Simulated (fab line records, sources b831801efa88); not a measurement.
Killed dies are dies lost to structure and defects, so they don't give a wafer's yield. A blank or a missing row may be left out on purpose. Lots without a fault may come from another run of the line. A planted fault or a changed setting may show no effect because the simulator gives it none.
Which tool did it? | flow gf180mcu | 7 lots, 21 wafers sampled, at 2 steps of a route of 602

WHAT THE GAUGES READ, wafer by wafer
GF_M5_CD_MEAS_07: target cd 280 nm.
lot  | measured     | on        | cd_nm (nm)
L854 | day 26 08:43 | cd_sem-01 | 279.2 280.9 279.6
L856 | day 27 14:22 | cd_sem-01 | 279.2 280.3 280.2
L859 | day 28 08:46 | cd_sem-01 | 281.5 282.0 281.0
L860 | day 28 20:25 | cd_sem-02 | 277.9 278.9 279.6
L862 | day 29 02:31 | cd_sem-01 | 280.0 279.8 281.0
L867 | day 30 09:59 | cd_sem-02 | 281.2 281.3 280.9
L876 | day 32 19:17 | cd_sem-01 | 278.9 279.3 280.1

WHICH TOOL RAN EACH LOT (tool, then ch and the chambers of the sampled wafers, then the start)
lot  | GF_HV_LDD_STRIP_22
L854 | plasma_asher-01 ch 0,1, day 11 00:29
L856 | plasma_asher-03 ch 0,1, day 11 19:41
L859 | plasma_asher-03 ch 0, day 12 20:40
L860 | plasma_asher-03 ch 0,1, day 13 07:05
L862 | plasma_asher-02 ch 0,1, day 13 17:17
L867 | plasma_asher-01 ch 0,1, day 15 03:02
L876 | plasma_asher-03 ch 0,1, day 18 03:58
- GF_HV_LDD_STRIP_22: strips in O2/N2.

THE ANSWER, worked out from the rows above alone
Rule: what is usual is taken from the lots themselves. Put in order of their means at a reading, lots are off if they are a third of the lots or fewer, leave a main group of 4 or more, and stand apart from it by a gap of 3 or more times the standard deviation of the main group's means; of several such gaps the widest counts. A main group whose means are all the same, to the digits that the tables above print for the reading, isn't used. A lot without any number at a reading at which 4 lots or more have one is off too. The other lots that the step has rows for count as sound.
No lot is off at any reading shown: from this, nothing can be told.

WHAT THE SIMULATOR HAD PUT IN
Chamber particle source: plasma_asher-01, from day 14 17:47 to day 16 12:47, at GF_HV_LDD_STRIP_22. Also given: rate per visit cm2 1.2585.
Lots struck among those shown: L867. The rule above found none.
